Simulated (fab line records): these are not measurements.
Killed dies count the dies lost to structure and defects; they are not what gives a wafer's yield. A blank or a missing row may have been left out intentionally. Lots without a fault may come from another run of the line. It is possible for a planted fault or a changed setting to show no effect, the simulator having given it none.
fab line records    flow sky130
[record] lots = 6  wafers = 18  last-day = 50
route steps=708 shown VIA1@467 METAL2@483 PAD_OPEN@708
lots untouched by any fault: they come from a run of this same line in which no faults occurred
start-h: the number of hours between the record's first day and the start of the first shown wafer of the lot    wait-h: time in hours since the lot's previous step    " identical to the entry in the row above    L1.1+2: a row that stands for several wafers    - value missing, or start not given    * or withheld: withheld    < > ~ a bound
route shown NAME@n: a module of which the file shows steps, and the number in the route of the first    usual: average and standard deviation across the fault-free wafers    same: alike in all rows    chamber/n: place in a boat    sites: per-site readings    _std_site: standard deviation across them    _edge_site: inner sites' mean taken away from outer sites' mean    radius-mm: how far each site lies from the wafer's centre    mask NAME#n: copy n    behind: tool/chamber where the wafer was last shaped    hold: the reason the lot was held/the length of the hold in hours/how it ended    device: whichever transistor did not switch (one of n, p or np)    end of line: tests of these same wafers at the route's end    for a step that has no rows: nothing shown but its recipe    killed: not the wafer's yield, but the dies lost to structure and defects at the first sort    map: the dies of a wafer, with x for killed, . for not killed, _ for no die there
set.NAME: the setting that was run; set.NAME@STEP: the one run at that earlier step    model.NAME: the simulator's own value behind a step, which no gauge read
lots seen at some steps along the route; tables by step, rows by wafer
services: from which hour (start-h, from the record's first day; less than 0 if before it) a tool's chamber was out of use, for how many hours, and why
[[steps]]
[step SKY_VIA1_EXPOSE_09]
[recipe] mask-id = VIM  na = 0.8  source-shape = annular  sigma-inner = 0.55  sigma-outer = 0.85  target-cd-nm = 150  dose-mj = 38
[step SKY_VIA1_PEB_10]
[recipe] peb-temp-c = withheld  peb-time-s = withheld  resist = KrF-thick
[step SKY_VIA1_DEVELOP_11]
[recipe] develop-time-s = 60  resist = KrF-thick  dev-temp-c = 21
[step SKY_VIA1_CD_MEAS_12]
[recipe] target-cd-nm = 150
[usual] cd-nm = 150.4/1.7
lot.wafer  tool       chamber  start-h  wait-h  cd-nm
L326.3     cd-sem-01  -        813.15   -       149.9
L326.4     "          -        "        "       149.3
L326.5     "          -        "        "       150.2
L330.2     cd-sem-02  -        846.20   -       151.8
L330.3     "          -        "        "       152.0
L330.6     "          -        "        "       152.9
L331.1     cd-sem-01  -        859.35   -       146.8
L331.3     "          -        "        "       147.4
L331.4     "          -        "        "       148.4
L341.1     cd-sem-01  -        925.95   -       148.1
L341.3     "          -        "        "       148.2
L341.5     "          -        "        "       149.3
L342.2     cd-sem-01  -        935.50   -       149.9
L342.3     "          -        "        "       151.6
L342.6     "          -        "        "       149.6
L346.2     cd-sem-02  -        963.28   -       151.5
L346.3     "          -        "        "       151.8
L346.5     "          -        "        "       151.4
[step SKY_VIA1_OVL_MEAS_13]
[usual] VIA1_OVL = 2/4.9
lot.wafer  tool        chamber  start-h  wait-h  VIA1_OVL[nm]
L326.3     overlay-02  -        813.24   0.1     0
L326.4     "           -        "        "       3
L326.5     "           -        "        "       1
L330.2     overlay-02  -        846.31   0.1     5
L330.3     "           -        "        "       2
L330.6     "           -        "        "       9
L331.1     overlay-02  -        859.47   0.1     6
L331.3     "           -        "        "       8
L331.4     "           -        "        "       4
L341.1     overlay-02  -        926.07   0.1     6
L341.3     "           -        "        "       3
L341.5     "           -        "        "       2
L342.2     overlay-01  -        935.61   0.1     5
L342.3     "           -        "        "       -1
L342.6     "           -        "        "       4
L346.2     overlay-02  -        963.38   0.1     5
L346.3     "           -        "        "       -4
L346.5     "           -        "        "       2
[step SKY_VIA1_ETCH_14]
[recipe] chemistry = N2/H2  target = BARC  ion-energy-ev = 200  source-w = 500  bias-w = 100  pressure-mtorr = 30  n2-flow-sccm = 100  h2-flow-sccm = 200  stop-on = SiO2  time-s = 45.9  target-depth-a = 600
[usual] bias-w = 99.97/0.29  drypump-motor-current-A = 5.83/0.24  h2-flow-sccm = 200.0/0.56  oes-product-au = 0.853/0.0046  throttle-valve-pct = 13.224/0.0096
lot.wafer  tool         chamber  start-h  wait-h  bias-w  drypump-motor-current-A  h2-flow-sccm  oes-product-au  rf-hours-counter-h  throttle-valve-pct
L326.3     rie-diel-02  3        813.26   0.0     100.48  6.17                     200.0         0.854           13                  13.214
L326.4     "            0        "        "       99.80   5.70                     199.7         0.855           11                  13.207
L326.5     "            1        "        "       100.16  6.00                     199.8         0.854           -                   13.223
L330.2     rie-diel-02  2        846.34   0.0     100.41  5.73                     200.1         0.864           25                  13.230
L330.3     "            1        "        "       100.12  6.02                     200.0         0.852           17                  13.242
L330.6     "            0        "        "       99.60   5.70                     199.6         0.865           -                   13.239
L331.1     rie-diel-01  0        859.51   0.0     100.16  5.55                     199.1         0.852           8                   13.221
L331.3     "            1        "        "       100.19  5.38                     199.0         0.846           24                  13.221
L331.4     "            3        "        "       99.82   6.03                     199.5         0.860           5                   13.231
L341.1     rie-diel-01  2        926.11   0.0     99.70   5.52                     199.5         0.854           17                  13.222
L341.3     "            3        "        "       99.79   6.02                     200.8         0.843           8                   13.212
L341.5     "            1        "        "       99.99   5.39                     199.4         0.858           -                   13.212
L342.2     rie-diel-02  0        935.64   0.0     100.11  5.70                     200.0         0.853           15                  13.223
L342.3     "            3        "        "       100.23  6.18                     199.7         0.861           17                  13.229
L342.6     "            3        "        "       100.17  6.16                     200.4         0.856           -                   13.223
L346.2     rie-diel-02  3        963.41   0.0     100.05  6.18                     199.5         0.855           17                  13.212
L346.3     "            2        "        "       100.56  5.74                     201.0         0.846           28                  13.236
L346.5     "            1        "        "       100.31  5.98                     199.8         0.855           -                   13.225
[step SKY_VIA1_ETCH_15]
[recipe] target = SiO2  chemistry = C4F8/O2/Ar  target-depth-nm = 351  stop-on = TiN  mask-material = KrF-thick  source-w = 1500  bias-w = 1200  pressure-mtorr = 40  c4f8-flow-sccm = withheld  O2_flow_sccm = 6  Ar_flow_sccm = 300  time-s = 54
[usual] bias-w = 1200/3.9  oes-product-au = 0.981/0.0058
lot.wafer  tool         chamber  start-h  wait-h  bias-w  oes-product-au  rf-hours-counter-h
L326.3     rie-diel-02  3        813.30   0.0     1196    0.973           13
L326.4     "            0        "        "       1205    0.983           11
L326.5     "            1        "        "       1189    0.984           -
L330.2     rie-diel-02  2        846.38   0.0     1198    0.991           25
L330.3     "            1        "        "       1197    0.977           17
L330.6     "            0        "        "       1190    0.984           -
L331.1     rie-diel-01  0        859.55   0.0     1199    0.982           9
L331.3     "            1        "        "       1204    0.985           24
L331.4     "            3        "        "       1203    0.980           5
L341.1     rie-diel-01  2        926.15   0.0     1199    0.981           17
L341.3     "            3        "        "       1194    0.990           8
L341.5     "            1        "        "       1193    0.985           -
L342.2     rie-diel-02  0        935.68   0.0     1204    0.982           15
L342.3     "            3        "        "       1199    0.985           17
L342.6     "            3        "        "       1205    0.993           -
L346.2     rie-diel-02  3        963.46   0.0     1198    0.975           17
L346.3     "            2        "        "       1196    0.984           28
L346.5     "            1        "        "       1199    0.984           -
[step SKY_VIA1_STRIP_16]
[recipe] chemistry = O2/N2  power-w = 1400  pressure-mtorr = 1500  platen-temp-c = withheld  o2-flow-sccm = 3000  n2-flow-sccm = 300  overash-fraction = 0.5
[usual] drypump-motor-current-A = 5.5/0.47  o2-flow-sccm = 2999/8.7  oes-product-au = 0.416/0.0044  strip-time-to-endpoint-s = 4.452/0.019
lot.wafer  tool             chamber  start-h  wait-h  drypump-motor-current-A  o2-flow-sccm  oes-product-au  rf-hours-counter-h  strip-time-to-endpoint-s
L326.3     plasma-asher-02  0        813.38   0.1     5.9                      2994          0.411           -                   4.451
L326.4     "                1        "        "       5.0                      3016          0.414           -                   4.433
L326.5     "                1        "        "       5.0                      3005          0.412           -                   4.459
L330.2     plasma-asher-02  1        846.43   0.0     5.0                      2989          0.417           11                  4.438
L330.3     "                0        "        "       5.9                      2999          0.412           -                   4.441
L330.6     "                1        "        "       5.0                      2991          0.421           -                   4.463
L331.1     plasma-asher-04  1        859.60   0.0     4.8                      3014          0.403           103                 4.438
L331.3     "                0        "        "       6.2                      3007          0.419           -                   4.428
L331.4     "                1        "        "       4.8                      2996          0.419           -                   4.463
L341.1     plasma-asher-01  0        926.20   0.0     5.7                      2987          0.413           82                  4.450
L341.3     "                0        "        "       5.7                      2983          0.416           -                   4.427
L341.5     "                0        "        "       5.7                      2987          0.409           -                   4.430
L342.2     plasma-asher-04  0        935.73   0.0     6.2                      3006          0.419           111                 4.458
L342.3     "                1        "        "       4.8                      2991          0.416           -                   4.458
L342.6     "                0        "        "       6.2                      2994          0.416           -                   4.450
L346.2     plasma-asher-02  0        963.50   0.0     5.9                      2983          0.415           24                  4.441
L346.3     "                0        "        "       5.8                      3002          0.420           -                   4.451
L346.5     "                0        "        "       5.9                      2984          0.421           -                   4.457
[step SKY_VIA1_STRIP_17]
[recipe] chemistry = post-etch-residue-remover  time-s = 1200  temp-c = 72.5
[step SKY_VIA1_CLEAN_18]
[recipe] chemistry = IPA  time-s = 180  temp-c = 25
[step SKY_VIA1_CLEAN_19]
[recipe] chemistry = O3/DIW  dry = n2-spin
[step SKY_VIA1_SPUTTER_20]
[recipe] material = TiN  target-thk-nm = 20  chamber-pressure-pa = 5  power-w = 4000  time-s = 80
[usual] cathode-dc-power-W = 4000.0/0.67  throttle-valve-pct = 29.9/0.86
lot.wafer  tool            chamber  start-h  wait-h  cathode-dc-power-W  throttle-valve-pct
L326.3     pvd-sputter-01  -        813.94   0.0     4000.2              30.1
L326.4     "               -        "        "       4000.3              29.7
L326.5     "               -        "        "       4000.0              30.2
L330.2     pvd-sputter-01  -        847.36   0.0     3999.5              31.2
L330.3     "               -        "        "       4000.0              30.3
L330.6     "               -        "        "       4000.5              30.2
L331.1     pvd-sputter-02  -        860.19   0.0     4000.3              30.7
L331.3     "               -        "        "       4000.1              30.1
L331.4     "               -        "        "       4001.8              30.5
L341.1     pvd-sputter-03  -        926.80   0.0     4000.1              30.3
L341.3     "               -        "        "       4000.9              29.7
L341.5     "               -        "        "       3998.6              30.0
L342.2     pvd-sputter-01  -        936.32   0.0     3999.8              30.3
L342.3     "               -        "        "       4000.2              27.9
L342.6     "               -        "        "       4001.0              31.5
L346.2     pvd-sputter-03  -        964.09   0.0     3999.5              29.9
L346.3     "               -        "        "       3999.2              29.0
L346.5     "               -        "        "       3999.9              30.3
[step SKY_VIA1_CVD_21]
[recipe] material = W  target-thk-nm = 270  time-s = 80.902  temp-c = 400  pressure-torr = 40
[usual] heater-power-w = 781/50
lot.wafer  tool      chamber  start-h  wait-h  heater-power-w  model.W_of_VIA1_CVD_21.thk-nm
L326.3     cvd-w-01  0        814.03   0.1     763             265.5
L326.4     "         1        "        "       812             268.3
L326.5     "         0        "        "       749             265.8
L330.2     cvd-w-02  1        847.42   0.0     797             225.8
L330.3     "         1        "        "       814             227.9
L330.6     "         1        "        "       783             223.4
L331.1     cvd-w-02  0        860.25   0.0     860             228.5
L331.3     "         0        "        "       819             232.1
L331.4     "         1        "        "       807             228.4
L341.1     cvd-w-01  0        926.86   0.0     685             268.2
L341.3     "         1        "        "       739             268
L341.5     "         1        "        "       740             269.1
L342.2     cvd-w-01  0        936.38   0.0     644             266.6
L342.3     "         0        "        "       671             268.1
L342.6     "         1        "        "       767             269.4
L346.2     cvd-w-02  0        964.15   0.0     847             268
L346.3     "         1        "        "       811             266.9
L346.5     "         1        "        "       801             266.7
[step SKY_VIA1_RS_MEAS_22]
[recipe] thk-meas-gauge = four-point-probe  reads = W_of_VIA1_CVD_21+TiN_of_VIA1_SPUTTER_20
[usual] VIA1_W_RS = 0.428/0.0039
lot.wafer  tool           chamber  start-h  wait-h  VIA1_W_RS[ohm/sq]
L326.3     film-metro-02  -        814.16   0.1     0.433
L326.4     "              -        "        "       0.430
L326.5     "              -        "        "       0.433
L330.2     film-metro-02  -        847.53   0.1     0.511
L330.3     "              -        "        "       0.506
L330.6     "              -        "        "       0.518
L331.1     film-metro-03  -        860.34   0.1     0.505
L331.3     "              -        "        "       0.498
L331.4     "              -        "        "       0.506
L341.1     film-metro-03  -        926.95   0.1     0.429
L341.3     "              -        "        "       0.430
L341.5     "              -        "        "       0.428
L342.2     film-metro-02  -        936.49   0.1     0.433
L342.3     "              -        "        "       0.431
L342.6     "              -        "        "       0.428
L346.2     film-metro-03  -        964.27   0.1     0.429
L346.3     "              -        "        "       0.431
L346.5     "              -        "        "       0.431
[step SKY_VIA1_THK_MEAS_23]
[recipe] thk-meas-gauge = xrf  reads = W_of_VIA1_CVD_21
[usual] VIA1_W_THK = 261/3.5
lot.wafer  tool           chamber  start-h  wait-h  VIA1_W_THK[nm]
L326.3     film-metro-02  -        814.26   0.1     257
L326.4     "              -        "        "       258
L326.5     "              -        "        "       256
L330.2     film-metro-02  -        847.64   0.1     215
L330.3     "              -        "        "       218
L330.6     "              -        "        "       214
L331.1     film-metro-03  -        860.46   0.1     223
L331.3     "              -        "        "       227
L331.4     "              -        "        "       223
L341.1     film-metro-03  -        927.07   0.1     261
L341.3     "              -        "        "       260
L341.5     "              -        "        "       261
L342.2     film-metro-02  -        936.60   0.1     256
L342.3     "              -        "        "       257
L342.6     "              -        "        "       257
L346.2     film-metro-03  -        964.38   0.1     260
L346.3     "              -        "        "       260
L346.5     "              -        "        "       261
[step SKY_VIA1_CMP_24]
[recipe] stop-on = SiO2  t-overpolish-s = 15  down-force-psi = 3.5  platen-rpm = 60  target-thk-nm = 0  pad-velocity-m-s = 0.94248
[usual] head-pressure-psi = 3.500/0.0073  motor-current-A = 10.9/1.4  time-to-endpoint-s = 66.1/2.2
lot.wafer  tool    chamber  start-h  wait-h  head-pressure-psi  motor-current-A  time-to-endpoint-s
L326.3     cmp-01  0        814.40   0.1     3.509              11.7             66.6
L326.4     "       1        "        "       3.497              10.7             67.1
L326.5     "       3        "        "       3.495              10.1             64.7
L330.3     cmp-02  2        847.69   0.0     3.500              10.9             56.5
L330.2     "       1        "        "       3.490              8.2              55.4
L330.6     "       3        "        "       3.491              10.9             52.5
L331.4     cmp-01  2        860.52   0.0     3.489              13.2             58.2
L331.3     "       0        "        "       3.481              11.4             59.3
L331.1     "       1        "        "       3.498              11.0             56.9
L341.1     cmp-02  2        927.18   0.1     3.501              11.7             67.1
L341.3     "       0        "        "       3.493              10.2             67.8
L341.5     "       2        "        "       3.508              12.0             68.1
L342.3     cmp-01  3        936.97   0.3     3.503              9.3              62.8
L342.2     "       0        "        "       3.504              11.2             64.3
L342.6     "       2        "        "       3.508              12.6             64.9
L346.3     cmp-02  1        964.48   0.1     3.499              8.3              66.5
L346.2     "       2        "        "       3.488              11.7             66.0
L346.5     "       1        "        "       3.500              8.5              66.7
[step SKY_METAL2_SPUTTER_00]
[recipe] material = Ti  target-thk-nm = 15  power-w = 3000  time-s = 10  chamber-pressure-pa = 0.4
[usual] cathode-dc-power-W = 3000.1/0.54  throttle-valve-pct = 30.1/0.53
lot.wafer  tool            chamber  start-h  wait-h  cathode-dc-power-W  throttle-valve-pct
L326.3     pvd-sputter-02  -        814.60   0.1     3000.4              31.2
L326.4     "               -        "        "       3000.6              30.3
L326.5     "               -        "        "       3001.0              30.5
L330.2     pvd-sputter-03  -        847.99   0.1     2999.6              29.1
L330.3     "               -        "        "       2999.3              30.7
L330.6     "               -        "        "       3000.1              28.8
L331.1     pvd-sputter-03  -        860.82   0.1     3000.1              30.4
L331.3     "               -        "        "       2999.8              30.1
L331.4     "               -        "        "       3000.2              30.0
L341.1     pvd-sputter-04  -        927.43   0.2     3000.1              30.0
L341.3     "               -        "        "       3000.5              29.2
L341.5     "               -        "        "       2998.9              30.0
L342.2     pvd-sputter-03  -        937.17   0.1     2999.7              30.3
L342.3     "               -        "        "       3000.3              28.9
L342.6     "               -        "        "       3000.5              30.2
L346.2     pvd-sputter-04  -        964.73   0.1     3000.3              30.2
L346.3     "               -        "        "       3000.1              30.6
L346.5     "               -        "        "       3000.1              30.7
[step SKY_PAD_OPEN_PROBE_99]
[usual] defect-limited-yield = 82.8/2  killed_at_M0_to_M3 = 43/7.2  killed_at_M4_up = 3.0/2  killed-at-contacts = 24/5.5  killed-at-front-end = 15/4.2  killed-at-other = 0.3/0.51  killed-dies = 85/10  killed-open = 46/7.3  killed-short = 38/6.4  sort_bin_3_pad_short = 0.9/0.42  sort_bin_5_function = 10.3/1.5  sort_bin_6_memory = 6.0/1.2  sort-n-pass = 407/10  sort-yield-pct = 82.8/2
[same] gross-dies = 492  killed-at-back-side = 0  sort_bin_4_leakage[%] = 0  sort_bin_8_speed[%] = 0
lot.wafer  tool       chamber  start-h  wait-h  defect-limited-yield[%]  killed_at_M0_to_M3  killed_at_M4_up  killed-at-contacts  killed-at-front-end  killed-at-other  killed-dies  killed-open  killed-short  sort_bin_3_pad_short[%]  sort_bin_5_function[%]  sort_bin_6_memory[%]  sort-n-pass  sort-yield-pct[%]
L326.3     prober-02  -        1093.48  0.2     80.3                     48                  6                26                  17                   0                97           46           51            1.6                      12.2                    5.9                   395          80.3
L326.4     prober-02  -        1093.53  0.2     83.3                     39                  4                25                  14                   0                82           47           35            1.0                      10.6                    5.1                   410          83.3
L326.5     prober-02  -        1093.58  0.2     82.3                     40                  6                21                  19                   1                87           46           41            1.0                      10.2                    6.5                   405          82.3
L330.2     prober-02  -        1120.75  0.1     83.1                     37                  4                26                  16                   0                83           37           46            1.2                      10.8                    4.9                   409          83.1
L330.3     prober-02  -        1120.80  0.2     81.7                     40                  4                29                  17                   0                90           48           42            1.4                      11.0                    5.9                   402          81.7
L330.6     prober-02  -        1120.95  0.2     86.2                     28                  3                20                  17                   0                68           35           33            0.8                      7.5                     5.5                   424          86.2
L331.1     prober-02  -        1130.67  0.1     82.5                     48                  2                19                  16                   1                86           57           29            0.4                      11.2                    5.9                   406          82.5
L331.3     prober-02  -        1130.77  0.2     84.6                     42                  6                14                  14                   0                76           41           35            0.2                      8.7                     6.5                   416          84.6
L331.4     prober-02  -        1130.82  0.2     84.1                     40                  0                22                  16                   0                78           43           35            0.8                      8.7                     6.3                   414          84.1
L341.1     prober-02  -        1178.93  0.1     84.6                     43                  1                12                  19                   1                76           42           34            0.4                      9.8                     5.3                   416          84.6
L341.3     prober-02  -        1179.03  0.2     84.3                     35                  5                26                  11                   0                77           42           35            1.0                      9.3                     5.3                   415          84.3
L341.5     prober-02  -        1179.13  0.2     82.7                     51                  4                22                  8                    0                85           49           36            1.0                      9.8                     6.5                   407          82.7
L346.2     prober-01  -        1203.53  0.1     79.7                     48                  2                35                  14                   1                100          56           44            0.8                      15.0                    4.5                   392          79.7
L346.3     prober-01  -        1203.58  0.2     80.9                     49                  3                32                  10                   0                94           61           33            0.6                      11.8                    6.7                   398          80.9
L346.5     prober-01  -        1203.68  0.2     86.0                     29                  1                21                  18                   0                69           39           30            1.6                      8.3                     4.1                   423          86.0
// killed by level:class
L326.3 VIA3:geometric-particle:open=11 LI_CONTACT:geometric-particle:open=9 VIA2:geometric-particle:open=9 FIELD_ISO:geometric-particle:short=8 CONTACT:geometric-particle:open=7 VIA3:geometric-particle:short=7 VIA2:geometric-particle:short=6 POLY_GATE:geometric-particle:short=5
L326.4 LI_CONTACT:geometric-particle:open=9 VIA3:geometric-particle:open=9 CONTACT:geometric-particle:open=9 VIA1:geometric-particle:open=6 VIA2:geometric-particle:open=5 LOCAL_INTERCONNECT:geometric-particle:short=4 VIA3:geometric-particle:short=4 METAL4:geometric-particle:short=4
L326.5 METAL2:geometric-particle:short=11 VIA3:geometric-particle:open=10 FIELD_ISO:geometric-particle:open=7 CONTACT:geometric-particle:open=7 VIA2:geometric-particle:open=7 LOCAL_INTERCONNECT:geometric-particle:short=6 FIELD_ISO:geometric-particle:short=4 VIA1:geometric-particle:open=4
L330.2 CONTACT:geometric-particle:open=8 METAL1:geometric-particle:short=7 VIA3:geometric-particle:open=7 CONTACT:geometric-particle:short=6 FIELD_ISO:geometric-particle:short=5 LI_CONTACT:geometric-particle:open=5 POLY_GATE:geometric-particle:short=5 LOCAL_INTERCONNECT:geometric-particle:short=5
L330.3 LI_CONTACT:geometric-particle:open=10 VIA2:geometric-particle:open=10 CONTACT:geometric-particle:open=9 METAL2:geometric-particle:short=6 VIA1:geometric-particle:open=6 POLY_GATE:geometric-particle:short=5 CONTACT:geometric-particle:short=5 METAL1:geometric-particle:short=5
L330.6 CONTACT:geometric-particle:open=9 POLY_GATE:geometric-particle:open=7 CONTACT:geometric-particle:short=6 VIA2:geometric-particle:open=6 FIELD_ISO:geometric-particle:short=5 METAL1:geometric-particle:short=4 VIA1:geometric-particle:open=4 LOCAL_INTERCONNECT:geometric-particle:short=3
L331.1 VIA1:geometric-particle:open=17 CONTACT:geometric-particle:open=11 VIA3:geometric-particle:open=9 FIELD_ISO:geometric-particle:short=5 FIELD_ISO:geometric-particle:open=5 LI_CONTACT:geometric-particle:open=5 VIA1:geometric-particle:short=5 METAL1:geometric-particle:short=5
L331.3 VIA1:geometric-particle:open=9 METAL1:geometric-particle:short=8 VIA1:geometric-particle:short=7 CONTACT:geometric-particle:open=6 VIA3:geometric-particle:open=6 POLY_GATE:geometric-particle:open=4 VIA2:geometric-particle:open=4 METAL4:geometric-particle:short=4
L331.4 VIA3:geometric-particle:open=10 FIELD_ISO:geometric-particle:short=9 VIA1:geometric-particle:open=8 LI_CONTACT:geometric-particle:open=7 CONTACT:geometric-particle:open=6 LI_CONTACT:geometric-particle:short=5 VIA1:geometric-particle:short=5 VIA2:geometric-particle:open=5
L341.1 METAL2:geometric-particle:short=8 VIA3:geometric-particle:open=8 VIA1:geometric-particle:open=8 VIA2:geometric-particle:open=7 LI_CONTACT:geometric-particle:open=6 FIELD_ISO:geometric-particle:open=5 POLY_GATE:geometric-particle:short=5 VIA1:geometric-particle:short=4
L341.3 CONTACT:geometric-particle:short=9 VIA1:geometric-particle:open=8 LI_CONTACT:geometric-particle:open=7 CONTACT:geometric-particle:open=7 METAL2:geometric-particle:short=6 VIA2:geometric-particle:open=6 VIA3:geometric-particle:open=5 VIA1:geometric-particle:short=4
L341.5 VIA1:geometric-particle:open=17 CONTACT:geometric-particle:open=10 METAL1:geometric-particle:short=8 VIA3:geometric-particle:open=5 FIELD_ISO:geometric-particle:open=4 LI_CONTACT:geometric-particle:open=4 CONTACT:geometric-particle:short=4 VIA1:geometric-particle:short=4
L346.2 LI_CONTACT:geometric-particle:open=13 CONTACT:geometric-particle:open=12 VIA3:geometric-particle:open=9 VIA2:geometric-particle:open=8 METAL2:geometric-particle:short=7 METAL1:geometric-particle:short=6 CONTACT:geometric-particle:short=5 POLY_GATE:geometric-particle:short=5
L346.3 VIA1:geometric-particle:open=17 LI_CONTACT:geometric-particle:open=11 CONTACT:geometric-particle:open=10 CONTACT:geometric-particle:short=9 METAL2:geometric-particle:short=6 VIA2:geometric-particle:open=6 VIA3:geometric-particle:open=5 FIELD_ISO:geometric-particle:short=4
L346.5 CONTACT:geometric-particle:open=9 FIELD_ISO:geometric-particle:open=7 VIA1:geometric-particle:open=6 METAL2:geometric-particle:short=6 VIA3:geometric-particle:open=5 LI_CONTACT:geometric-particle:open=4 FIELD_ISO:geometric-particle:short=3 POLY_GATE:geometric-particle:short=3
[[services]]
tool             chamber  start-h  hours  kind
rie-diel-01      3        800.76   3.4    repair
rie-diel-01      -        810.63   2.8    pm
cmp-02           -        811.74   2.0    repair
rie-diel-01      1        814.47   7.6    repair
pvd-sputter-03   -        814.58   1.2    repair
cmp-01           -        816.59   2.8    repair
rie-diel-01      -        817.64   4.3    pm
rie-diel-02      3        819.72   7.0    repair
rie-diel-02      2        837.86   4.6    repair
plasma-asher-02  -        843.14   2.1    repair
pvd-sputter-01   -        867.88   12.1   repair
cmp-02           -        868.57   4.8    pm
cmp-01           -        877.65   3.1    repair
cvd-w-01         -        878.30   0.9    repair
cvd-w-02         -        878.79   2.7    repair
plasma-asher-02  -        881.66   1.8    repair
rie-diel-02      -        889.46   14.6   pm
rie-diel-01      2        894.71   8.3    repair
cvd-w-01         -        904.00   14.0   pm
cmp-02           -        912.78   4.0    pm
rie-diel-02      3        913.22   3.4    repair
pvd-sputter-01   -        936.49   51.4   repair
pvd-sputter-01   -        953.44   6.6    repair
cmp-01           -        954.59   2.3    repair
[[key]]
[first-sign] step = SKY_VIA1_RS_MEAS_22  reading = VIA1_W_RS  direction = up  sigmas = 20  usual = 0.428  struck = 0.507
[effect] step = SKY_VIA1_THK_MEAS_23  reading = VIA1_W_THK  direction = down  sigmas = 12  usual = 261  struck = 220
[effect] step = SKY_VIA1_CMP_24  reading = time-to-endpoint-s  direction = down  sigmas = 4.4  usual = *  struck = *
[model-effect] step = SKY_VIA1_CVD_21  value = W_of_VIA1_CVD_21.thk-nm  without = 269  struck = 227.7
met-at SKY_VIA1_CVD_21
struck-wafers L330.2,L330.3,L330.6,L331.1,L331.3,L331.4
[fault] kind = process-parameter-drift  tool = cvd-w-02  chamber = -  onset-h = 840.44  steps = SKY_VIA1_CVD_21  channel = target-thk-nm  offset = -41.342  shape = step  end-h = 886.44  acts-in = these-recipes-only  stated = 270
